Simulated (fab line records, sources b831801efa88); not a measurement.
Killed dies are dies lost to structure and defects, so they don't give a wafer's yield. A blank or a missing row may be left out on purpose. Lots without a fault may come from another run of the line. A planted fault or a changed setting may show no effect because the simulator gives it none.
fab line records | flow sky130
record lots=24 wafers=72 last_day=50
route steps=708 shown CONTACT@429 VIA2@530 CAPM@537 METAL3@567 VIA3@588
lots that met no fault: from a run of the same line without faults
start_h: hours from the record's first day to the start of the lot's first wafer shown | wait_h: hours since the lot's step before | " the same as in the row above | L1.1+2: a row that stands for several wafers | - no value, or no start given | * or withheld: withheld | < > ~ a bound
route shown NAME@n: a module of which the file shows steps, and the number in the route of the first | usual: mean/standard deviation of fault-free wafers | same: alike in all rows | chamber/n: place in a boat | sites: the reading at each site | _std_site: their standard deviation | _edge_site: outer sites' mean less inner sites' | radius_mm: how far each site lies from the wafer's centre | mask NAME#n: copy n | behind: the tool/chamber that last shaped the wafer | hold: why the lot was held/for how many hours/how that ended | device: the transistor (n, p or np) that didn't switch | end of line: the same wafers' tests at the end of the route | a step without rows: its recipe alone | killed: dies lost to structure and defects at the first sort, not the wafer's yield | map: a wafer's dies, x killed, . not, _ none there
set.NAME: the setting as run; set.NAME@STEP: as run at that earlier step | model.NAME: the simulator's own value behind a step, which no gauge read
steps of the route over a sample of lots; a table a step, a row a wafer
services: from which hour (start_h, from the record's first day; less than 0 if before it) a tool's chamber was out of use, for how many hours, and why
## steps
# step SKY_CONTACT_SPUTTER_23
# recipe material=TiN target_thk_nm=20 chamber_pressure_pa=5 power_w=4000 time_s=80
# usual throttle_valve_pct=29.6/0.87
# columns lot.wafer tool chamber start_h wait_h throttle_valve_pct
L074.2 pvd_sputter-01 - 727.46 0.0 29.4
L074.3 " - " " 27.7
L074.4 " - " " 29.4
L075.3 pvd_sputter-01 - 744.57 0.0 28.5
L075.5 " - " " 28.0
L075.6 " - " " 29.4
L076.1 pvd_sputter-04 - 749.94 0.0 30.7
L076.2 " - " " 31.2
L076.3 " - " " 29.5
L077.1 pvd_sputter-01 - 756.18 0.0 29.4
L077.3 " - " " 28.8
L077.6 " - " " 29.0
L078.1 pvd_sputter-03 - 759.75 0.0 30.7
L078.2 " - " " 28.6
L078.6 " - " " 30.3
L079.1 pvd_sputter-01 - 768.34 0.0 28.2
L079.4 " - " " 29.3
L079.6 " - " " 29.5
L080.1 pvd_sputter-01 - 785.99 0.0 28.2
L080.3 " - " " 28.5
L080.5 " - " " 28.4
L081.3 pvd_sputter-04 - 800.26 0.0 30.4
L081.4 " - " " 29.5
L081.6 " - " " 29.6
L082.1 pvd_sputter-04 - 820.29 0.0 29.7
L082.4 " - " " 29.7
L082.5 " - " " 29.9
L083.4 pvd_sputter-04 - 824.07 0.0 30.4
L083.5 " - " " 30.5
L083.6 " - " " 29.6
L085.2 pvd_sputter-03 - 828.80 0.0 29.2
L085.4 " - " " 30.0
L085.6 " - " " 28.7
L084.2 pvd_sputter-04 - 830.86 0.0 31.4
L084.5 " - " " 29.6
L084.6 " - " " 30.7
L086.1 pvd_sputter-01 - 834.62 0.0 28.2
L086.3 " - " " 29.2
L086.4 " - " " 29.4
L088.3 pvd_sputter-04 - 847.87 0.0 29.7
L088.5 " - " " 30.4
L088.6 " - " " 29.4
L087.1 pvd_sputter-01 - 854.70 0.0 29.5
L087.2 " - " " 28.6
L087.5 " - " " 29.3
L090.1 pvd_sputter-01 - 868.87 0.0 29.2
L090.3 " - " " 29.1
L090.4 " - " " 28.1
L089.1 pvd_sputter-04 - 869.22 0.0 29.7
L089.3 " - " " 31.3
L089.6 " - " " 31.0
L091.2 pvd_sputter-04 - 879.16 0.0 30.2
L091.5 " - " " 30.3
L091.6 " - " " 29.2
L092.4 pvd_sputter-03 - 880.41 0.0 30.6
L092.5 " - " " 30.2
L092.6 " - " " 30.8
L093.2 pvd_sputter-03 - 881.96 0.0 30.1
L093.5 " - " " 29.4
L093.6 " - " " 30.2
L095.1 pvd_sputter-03 - 892.25 0.0 29.3
L095.2 " - " " 30.3
L095.5 " - " " 29.4
L094.3 pvd_sputter-03 - 893.22 0.0 28.7
L094.4 " - " " 29.1
L094.5 " - " " 28.6
L096.1 pvd_sputter-03 - 901.85 0.0 30.0
L096.3 " - " " 29.5
L096.4 " - " " 30.4
L097.1 pvd_sputter-04 - 906.20 0.0 30.6
L097.3 " - " " 29.5
L097.4 " - " " 29.7
# step SKY_VIA2_THK_MEAS_23
# recipe thk_meas_gauge=xrf reads=W_of_VIA2_CVD_21
# usual VIA2_W_THK=417/7.9
# columns lot.wafer tool chamber start_h wait_h VIA2_W_THK[nm]
L074.2 film_metro-02 - 841.38 0.1 414
L074.3 " - " " 412
L074.4 " - " " 417
L075.3 film_metro-02 - 855.85 0.1 424
L075.5 " - " " 424
L075.6 " - " " 420
L076.1 film_metro-02 - 860.59 0.1 418
L076.2 " - " " 414
L076.3 " - " " 426
L077.1 film_metro-02 - 867.33 0.1 419
L077.3 " - " " 410
L077.6 " - " " 413
L078.1 film_metro-01 - 871.40 0.1 423
L078.2 " - " " 420
L078.6 " - " " 426
L079.1 film_metro-01 - 881.33 0.1 421
L079.4 " - " " 430
L079.6 " - " " 422
L080.1 film_metro-01 - 896.16 0.1 428
L080.3 " - " " 428
L080.5 " - " " 433
L081.3 film_metro-01 - 909.93 0.1 437
L081.4 " - " " 437
L081.6 " - " " 436
L082.1 film_metro-02 - 930.01 0.1 409
L082.4 " - " " 419
L082.5 " - " " 411
L083.4 film_metro-03 - 934.08 0.1 425
L083.5 " - " " 422
L083.6 " - " " 422
L085.2 film_metro-03 - 938.79 0.1 416
L085.4 " - " " 423
L085.6 " - " " 414
L084.2 film_metro-02 - 939.93 0.1 406
L084.5 " - " " 411
L084.6 " - " " 407
L086.1 film_metro-02 - 942.54 0.1 406
L086.3 " - " " 402
L086.4 " - " " 408
L088.3 film_metro-03 - 955.43 0.1 426
L088.5 " - " " 427
L088.6 " - " " 428
L087.1 film_metro-02 - 963.63 0.1 413
L087.2 " - " " 410
L087.5 " - " " 407
L090.1 film_metro-03 - 974.58 0.1 417
L090.3 " - " " 417
L090.4 " - " " 420
L089.1 film_metro-02 - 975.73 0.1 414
L089.3 " - " " 413
L089.6 " - " " 416
L091.2 film_metro-02 - 983.64 0.1 414
L091.5 " - " " 415
L091.6 " - " " 412
L092.4 film_metro-02 - 984.21 0.1 409
L092.5 " - " " 410
L092.6 " - " " 411
L093.2 film_metro-02 - 988.06 0.1 407
L093.5 " - " " 414
L093.6 " - " " 406
L095.1 film_metro-02 - 996.08 0.1 412
L095.2 " - " " 415
L095.5 " - " " 418
L094.3 film_metro-02 - 998.00 0.1 418
L094.4 " - " " 406
L094.5 " - " " 412
L096.1 film_metro-02 - 1005.03 0.1 416
L096.3 " - " " 421
L096.4 " - " " 414
L097.1 film_metro-02 - 1006.75 0.1 413
L097.3 " - " " 404
L097.4 " - " " 406
# step SKY_CAPM_CVD_00
# recipe material=SiO2 target_thk_nm=15.5 temp_c=400 time_s=withheld rf_w=450
# usual heater_power_w=715/78
# columns lot.wafer tool chamber start_h wait_h heater_power_w
L074.2 pecvd-01 0 841.89 0.0 655
L074.3 " 1 " " 853
L074.4 " 2 " " 763
L075.3 pecvd-04 1 856.35 0.0 662
L075.5 " 0 " " 691
L075.6 " 1 " " 662
L076.1 pecvd-01 2 861.11 0.0 707
L076.2 " 1 " " 814
L076.3 " 0 " " 635
L077.1 pecvd-02 1 867.85 0.0 781
L077.3 " 0 " " 828
L077.6 " 1 " " 780
L078.1 pecvd-04 0 871.91 0.0 670
L078.2 " 2 " " 725
L078.6 " 0 " " 659
L079.1 pecvd-02 1 882.08 0.0 872
L079.4 " 2 " " 718
L079.6 " 0 " " 775
L080.1 pecvd-01 2 896.67 0.0 710
L080.3 " 1 " " 806
L080.5 " 1 " " 804
L081.3 pecvd-01 2 910.42 0.0 723
L081.4 " 2 " " 718
L081.6 " 1 " " 800
L082.1 pecvd-01 2 930.52 0.0 689
L082.4 " 1 " " 854
L082.5 " 0 " " 549
L083.4 pecvd-02 0 934.63 0.0 714
L083.5 " 2 " " 689
L083.6 " 1 " " 790
L085.2 pecvd-02 2 939.30 0.0 720
L085.4 " 2 " " 712
L085.6 " 1 " " 722
L084.2 pecvd-01 0 940.53 0.0 597
L084.5 " 0 " " 573
L084.6 " 1 " " 784
L086.1 pecvd-02 0 943.05 0.0 667
L086.3 " 1 " " 757
L086.4 " 0 " " 693
L088.3 pecvd-04 2 955.92 0.0 776
L088.5 " 1 " " 664
L088.6 " 2 " " 776
L087.1 pecvd-04 2 964.15 0.0 758
L087.2 " 1 " " 821
L087.5 " 1 " " 803
L090.1 pecvd-02 2 975.10 0.0 581
L090.3 " 0 " " 773
L090.4 " 0 " " 767
L089.1 pecvd-04 1 976.24 0.0 726
L089.3 " 0 " " 678
L089.6 " 0 " " 677
L091.2 pecvd-04 2 984.15 0.0 651
L091.5 " 1 " " 833
L091.6 " 2 " " 651
L092.4 pecvd-02 1 984.70 0.0 841
L092.5 " 0 " " 807
L092.6 " 2 " " 587
L093.2 pecvd-04 1 988.57 0.0 662
L093.5 " 1 " " 650
L093.6 " 2 " " 660
L095.1 pecvd-01 0 996.59 0.0 566
L095.2 " 1 " " 864
L095.5 " 0 " " 548
L094.3 pecvd-04 2 998.49 0.0 754
L094.4 " 1 " " 666
L094.5 " 0 " " 680
L096.1 pecvd-01 1 1005.55 0.0 833
L096.3 " 0 " " 633
L096.4 " 1 " " 862
L097.1 pecvd-04 0 1007.27 0.0 626
L097.3 " 1 " " 680
L097.4 " 0 " " 632
# step SKY_METAL3_ETCH_17
# recipe target=SiO2 stop_on=TiN chemistry=C4F8/O2/Ar source_w=1500 bias_w=1200 pressure_mtorr=40 c4f8_flow_sccm=withheld O2_flow_sccm=6 Ar_flow_sccm=300 time_s=3.9 target_depth_a=150
# usual oes_product_au=0.754/0.0084
# columns lot.wafer tool chamber start_h wait_h oes_product_au rf_hours_counter_h
L074.2 rie_diel-02 0 893.43 0.1 0.766 5
L074.3 " 1 " " 0.758 6
L074.4 " 3 " " 0.768 11
L075.3 rie_diel-02 0 910.23 0.0 0.744 5
L075.5 " 0 " " 0.760 -
L075.6 " 1 " " 0.747 -
L076.1 rie_diel-03 1 913.43 0.2 0.758 20
L076.2 " 2 " " 0.748 25
L076.3 " 3 " " 0.759 2
L077.1 rie_diel-03 0 919.13 0.1 0.746 22
L077.3 " 2 " " 0.758 26
L077.6 " 1 " " 0.761 -
L078.1 rie_diel-04 2 923.15 0.1 0.764 5
L078.2 " 0 " " 0.757 12
L078.6 " 2 " " 0.767 -
L079.1 rie_diel-03 2 934.15 0.1 0.742 26
L079.4 " 0 " " 0.755 22
L079.6 " 0 " " 0.762 -
L080.1 rie_diel-03 3 946.55 0.1 0.757 3
L080.3 " 2 " " 0.760 26
L080.5 " 2 " " 0.773 -
L081.3 rie_diel-02 0 959.80 0.0 0.747 7
L081.4 " 3 " " 0.762 13
L081.6 " 2 " " 0.756 -
L082.1 rie_diel-04 0 979.25 0.1 0.747 13
L082.4 " 3 " " 0.753 14
L082.5 " 1 " " 0.767 -
L083.4 rie_diel-03 0 983.10 0.0 0.763 23
L083.5 " 2 " " 0.744 -
L083.6 " 1 " " 0.764 -
L085.2 rie_diel-04 1 989.15 0.1 0.741 12
L085.4 " 2 " " 0.744 7
L085.6 " 2 " " 0.747 -
L084.2 rie_diel-03 2 989.44 0.1 0.754 0
L084.5 " 2 " " 0.766 -
L084.6 " 3 " " 0.753 -
L086.1 rie_diel-02 0 992.30 0.1 0.758 7
L086.3 " 1 " " 0.755 8
L086.4 " 2 " " 0.768 19
L088.3 rie_diel-03 0 1003.80 0.0 0.746 24
L088.5 " 0 " " 0.746 -
L088.6 " 1 " " 0.753 -
L087.1 rie_diel-03 1 1012.35 0.1 0.747 23
L087.2 " 3 " " 0.748 5
L087.5 " 1 " " 0.751 -
L090.1 rie_diel-03 3 1022.05 0.1 0.746 6
L090.3 " 1 " " 0.740 23
L090.4 " 0 " " 0.750 24
L089.1 rie_diel-02 2 1023.50 0.1 0.735 20
L089.3 " 3 " " 0.740 15
L089.6 " 0 " " 0.762 -
L091.2 rie_diel-02 0 1029.85 0.1 0.740 9
L091.5 " 1 " " 0.752 -
L091.6 " 0 " " 0.752 -
L092.4 rie_diel-02 2 1031.30 0.0 0.765 21
L092.5 " 0 " " 0.749 -
L092.6 " 3 " " 0.767 -
L093.2 rie_diel-04 2 1034.73 0.1 0.752 10
L093.5 " 1 " " 0.758 -
L093.6 " 3 " " 0.752 -
L095.1 rie_diel-03 3 1041.75 0.1 0.753 6
L095.2 " 2 " " 0.755 2
L095.5 " 1 " " 0.755 -
L094.3 rie_diel-02 3 1044.75 0.0 0.755 15
L094.4 " 0 " " 0.749 9
L094.5 " 1 " " 0.752 -
L096.1 rie_diel-04 2 1051.25 0.1 0.745 10
L096.3 " 3 " " 0.754 17
L096.4 " 3 " " 0.760 -
L097.1 rie_diel-02 3 1052.60 0.1 0.758 15
L097.3 " 1 " " 0.741 10
L097.4 " 0 " " 0.763 9
# step SKY_VIA3_ETCH_15
# recipe target=SiO2 chemistry=C4F8/O2/Ar target_depth_nm=507 stop_on=TiN mask_material=KrF-thick source_w=1500 bias_w=1200 pressure_mtorr=40 c4f8_flow_sccm=withheld O2_flow_sccm=6 Ar_flow_sccm=300 time_s=78
# usual oes_product_au=0.945/0.0049
# columns lot.wafer tool chamber start_h wait_h oes_product_au rf_hours_counter_h
L074.2 rie_diel-01 0 919.96 0.0 0.946 17
L074.3 " 3 " " 0.947 12
L074.4 " 1 " " 0.949 21
L075.3 rie_diel-04 0 936.90 0.0 0.944 12
L075.5 " 1 " " 0.949 -
L075.6 " 2 " " 0.939 -
L076.1 rie_diel-04 0 940.21 0.0 0.939 12
L076.2 " 2 " " 0.950 6
L076.3 " 1 " " 0.946 10
L077.1 rie_diel-01 2 945.15 0.0 0.942 24
L077.3 " 3 " " 0.952 13
L077.6 " 1 " " 0.947 -
L078.1 rie_diel-04 3 949.76 0.0 0.950 13
L078.2 " 2 " " 0.944 6
L078.6 " 2 " " 0.942 -
L079.1 rie_diel-03 1 959.58 0.0 0.953 21
L079.4 " 0 " " 0.938 -
L079.6 " 3 " " 0.943 -
L080.1 rie_diel-01 2 972.41 0.0 0.953 25
L080.3 " 1 " " 0.941 22
L080.5 " 0 " " 0.945 -
L081.3 rie_diel-03 2 984.96 0.0 0.939 0
L081.4 " 3 " " 0.937 5
L081.6 " 0 " " 0.941 -
L082.1 rie_diel-04 0 1004.41 0.0 0.940 14
L082.4 " 3 " " 0.953 15
L082.5 " 1 " " 0.947 -
L083.4 rie_diel-04 1 1008.14 0.0 0.949 -
L083.5 " 2 " " 0.939 -
L083.6 " 3 " " 0.942 -
L085.2 rie_diel-03 1 1013.70 0.0 0.932 23
L085.4 " 0 " " 0.946 24
L085.6 " 2 " " 0.951 -
L084.2 rie_diel-04 3 1013.73 0.0 0.950 15
L084.5 " 2 " " 0.951 -
L084.6 " 1 " " 0.950 -
L086.1 rie_diel-01 3 1016.95 0.0 0.944 15
L086.3 " 0 " " 0.947 19
L086.4 " 2 " " 0.944 27
L088.3 rie_diel-01 0 1027.71 0.0 0.944 20
L088.5 " 1 " " 0.947 -
L088.6 " 0 " " 0.941 -
L087.1 rie_diel-03 1 1035.96 0.0 0.949 24
L087.2 " 3 " " 0.950 6
L087.5 " 3 " " 0.947 -
L090.1 rie_diel-03 0 1045.56 0.0 0.946 25
L090.3 " 2 " " 0.941 2
L090.4 " 1 " " 0.953 24
L089.1 rie_diel-01 1 1047.65 0.0 0.948 24
L089.3 " 3 " " 0.944 16
L089.6 " 3 " " 0.950 -
L091.2 rie_diel-01 1 1053.77 0.0 0.952 25
L091.5 " 0 " " 0.945 -
L091.6 " 1 " " 0.953 -
L092.4 rie_diel-01 0 1055.10 0.0 0.948 21
L092.5 " 2 " " 0.954 -
L092.6 " 1 " " 0.951 -
L093.2 rie_diel-04 3 1058.56 0.0 0.937 18
L093.5 " 3 " " 0.941 -
L093.6 " 0 " " 0.940 -
L095.1 rie_diel-01 1 1064.16 0.0 0.948 25
L095.2 " 3 " " 0.943 17
L095.5 " 1 " " 0.934 -
L094.3 rie_diel-01 0 1066.89 0.0 0.944 21
L094.4 " 1 " " 0.944 25
L094.5 " 3 " " 0.941 -
L096.1 rie_diel-04 1 1073.64 0.0 0.941 15
L096.3 " 2 " " 0.943 11
L096.4 " 1 " " 0.950 -
L097.1 rie_diel-01 0 1074.79 0.0 0.942 21
L097.3 " 3 " " 0.943 17
L097.4 " 1 " " 0.950 25
# step SKY_VIA3_THK_MEAS_23
# recipe thk_meas_gauge=xrf reads=W_of_VIA3_CVD_21
# usual VIA3_W_THK=395/6.5
# columns lot.wafer tool chamber start_h wait_h VIA3_W_THK[nm]
L074.2 film_metro-03 - 920.96 0.1 386
L074.3 " - " " 389
L074.4 " - " " 391
L075.3 film_metro-03 - 937.87 0.1 390
L075.5 " - " " 387
L075.6 " - " " 389
L076.1 film_metro-04 - 941.17 0.1 399
L076.2 " - " " 407
L076.3 " - " " 402
L077.1 film_metro-03 - 946.11 0.1 402
L077.3 " - " " 401
L077.6 " - " " 391
L078.1 film_metro-04 - 950.71 0.1 398
L078.2 " - " " 397
L078.6 " - " " 406
L079.1 film_metro-01 - 960.54 0.1 401
L079.4 " - " " 400
L079.6 " - " " 407
L080.1 film_metro-04 - 973.38 0.1 397
L080.3 " - " " 394
L080.5 " - " " 393
L081.3 film_metro-01 - 985.93 0.1 393
L081.4 " - " " 392
L081.6 " - " " 392
L082.1 film_metro-04 - 1005.40 0.1 395
L082.4 " - " " 395
L082.5 " - " " 393
L083.4 film_metro-03 - 1009.10 0.1 388
L083.5 " - " " 388
L083.6 " - " " 384
L085.2 film_metro-01 - 1014.70 0.1 391
L085.4 " - " " 391
L085.6 " - " " 392
L084.2 film_metro-03 - 1014.71 0.1 391
L084.5 " - " " 389
L084.6 " - " " 393
L086.1 film_metro-04 - 1017.91 0.1 393
L086.3 " - " " 391
L086.4 " - " " 396
L088.3 film_metro-04 - 1028.68 0.1 389
L088.5 " - " " 392
L088.6 " - " " 396
L087.1 film_metro-01 - 1036.91 0.1 394
L087.2 " - " " 396
L087.5 " - " " 389
L090.1 film_metro-04 - 1046.55 0.1 395
L090.3 " - " " 384
L090.4 " - " " 390
L089.1 film_metro-03 - 1048.61 0.1 395
L089.3 " - " " 392
L089.6 " - " " 391
L091.2 film_metro-01 - 1054.74 0.1 388
L091.5 " - " " 391
L091.6 " - " " 389
L092.4 film_metro-04 - 1056.09 0.1 402
L092.5 " - " " 404
L092.6 " - " " 404
L093.2 film_metro-04 - 1059.67 0.1 404
L093.5 " - " " 396
L093.6 " - " " 405
L095.1 film_metro-04 - 1065.12 0.1 402
L095.2 " - " " 396
L095.5 " - " " 395
L094.3 film_metro-01 - 1067.86 0.1 402
L094.4 " - " " 397
L094.5 " - " " 400
L096.1 film_metro-04 - 1074.73 0.1 403
L096.3 " - " " 400
L096.4 " - " " 404
L097.1 film_metro-04 - 1075.78 0.1 403
L097.3 " - " " 407
L097.4 " - " " 405
## services
# columns tool chamber start_h hours kind
rie_diel-01 0 724.23 4.6 repair
rie_diel-01 0 755.48 6.9 repair
rie_diel-02 - 763.57 0.2 repair
pecvd-01 - 764.78 1.5 repair
rie_diel-02 0 770.05 5.1 repair
pecvd-01 1 780.06 6.0 repair
pecvd-01 1 795.28 2.4 repair
rie_diel-04 3 803.55 4.1 repair
rie_diel-01 0 812.97 10.6 repair
rie_diel-02 - 816.31 14.6 pm
rie_diel-04 2 824.76 8.5 repair
rie_diel-02 - 841.68 0.3 repair
pecvd-01 - 843.74 1.0 repair
rie_diel-04 - 845.58 2.8 pm
pecvd-01 - 888.26 1.1 repair
pecvd-01 - 910.60 1.3 repair
pvd_sputter-04 - 917.42 2.3 repair
rie_diel-03 - 942.13 2.0 repair
pecvd-01 2 953.58 6.6 repair
rie_diel-04 0 1005.22 51.0 repair
pecvd-04 2 1014.23 19.7 repair
pvd_sputter-04 - 1058.00 7.9 repair
rie_diel-04 3 1064.51 36.6 repair
rie_diel-02 - 1072.34 0.7 repair
## key
fault none
